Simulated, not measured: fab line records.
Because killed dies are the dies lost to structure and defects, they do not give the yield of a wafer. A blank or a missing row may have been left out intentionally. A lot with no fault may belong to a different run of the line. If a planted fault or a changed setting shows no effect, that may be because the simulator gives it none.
Which tool was responsible? / flow gf180mcu / 14 lots (42 wafers sampled), 1 step of a 602-step route

## WHAT EACH GAUGE READ, for each wafer
GF_NSD_OVL_MEAS_08.
lot=L774; measured=day 13 10:23; on=overlay-01; NSD_OVL (nm)=0.9 1.3 0.7
lot=L775; measured=day 13 14:06; on=overlay-02; NSD_OVL (nm)=-0.9 -1.7 0.0
lot=L776; measured=day 13 21:47; on=overlay-02; NSD_OVL (nm)=-1.3 0.3 1.2
lot=L777; measured=day 14 05:54; on=overlay-02; NSD_OVL (nm)=-0.6 -1.2 -2.9
lot=L778; measured=day 14 14:59; on=overlay-02; NSD_OVL (nm)=-0.6 -0.2 0.7
lot=L779; measured=day 15 01:08; on=overlay-02; NSD_OVL (nm)=-0.4 -0.6 -1.1
lot=L780; measured=day 15 10:02; on=overlay-02; NSD_OVL (nm)=1.1 1.3 1.4
lot=L781; measured=day 15 16:23; on=overlay-02; NSD_OVL (nm)=-1.7 -0.6 2.1
lot=L782; measured=day 16 04:38; on=overlay-01; NSD_OVL (nm)=1.3 0.7 0.0
lot=L785; measured=day 17 04:58; on=overlay-02; NSD_OVL (nm)=-1.0 -1.0 -0.4
lot=L786; measured=day 17 07:35; on=overlay-01; NSD_OVL (nm)=-0.5 1.3 1.7
lot=L795; measured=day 20 17:08; on=overlay-02; NSD_OVL (nm)=0.2 0.8 2.2
lot=L796; measured=day 21 02:20; on=overlay-02; NSD_OVL (nm)=-0.9 1.2 0.3
lot=L797; measured=day 21 11:23; on=overlay-01; NSD_OVL (nm)=1.4 0.8 2.4

## WHICH TOOL RAN EACH LOT (tool, then ch and the chambers of the sampled wafers, then the start)
No process step before these readings appears in the record.

## AS READ BY THE TOOLS THEMSELVES (means over the sampled wafers that have a number; for cases with no such wafer, the mark the record gives instead)
The record holds no such reading with a usual standard deviation.

## THE ANSWER, worked out from the rows above alone
Rule: the usual values come from the lots themselves. Put in order of their means at a reading, lots are off if they are a third of the lots or fewer, leave a main group of 4 or more, and stand apart from it by a gap of 3 or more times the standard deviation of the main group's means; of several such gaps the widest counts. If all means in a main group match to the digits the tables above print for the reading, that group is not used. A lot without any number at a reading at which 4 lots or more have one is off too. Where the step has rows for the other lots, those lots are counted as sound. First the gauges in route order, then the tools' own readings, where a lot's mean is used as printed above. The first step at which some lot is off is used, and at that step the reading that is off furthest; a lot without a number counts as furthest.
Nothing can be told from this: no lot is off at any reading shown.

## WHAT THE SIMULATOR PUT IN
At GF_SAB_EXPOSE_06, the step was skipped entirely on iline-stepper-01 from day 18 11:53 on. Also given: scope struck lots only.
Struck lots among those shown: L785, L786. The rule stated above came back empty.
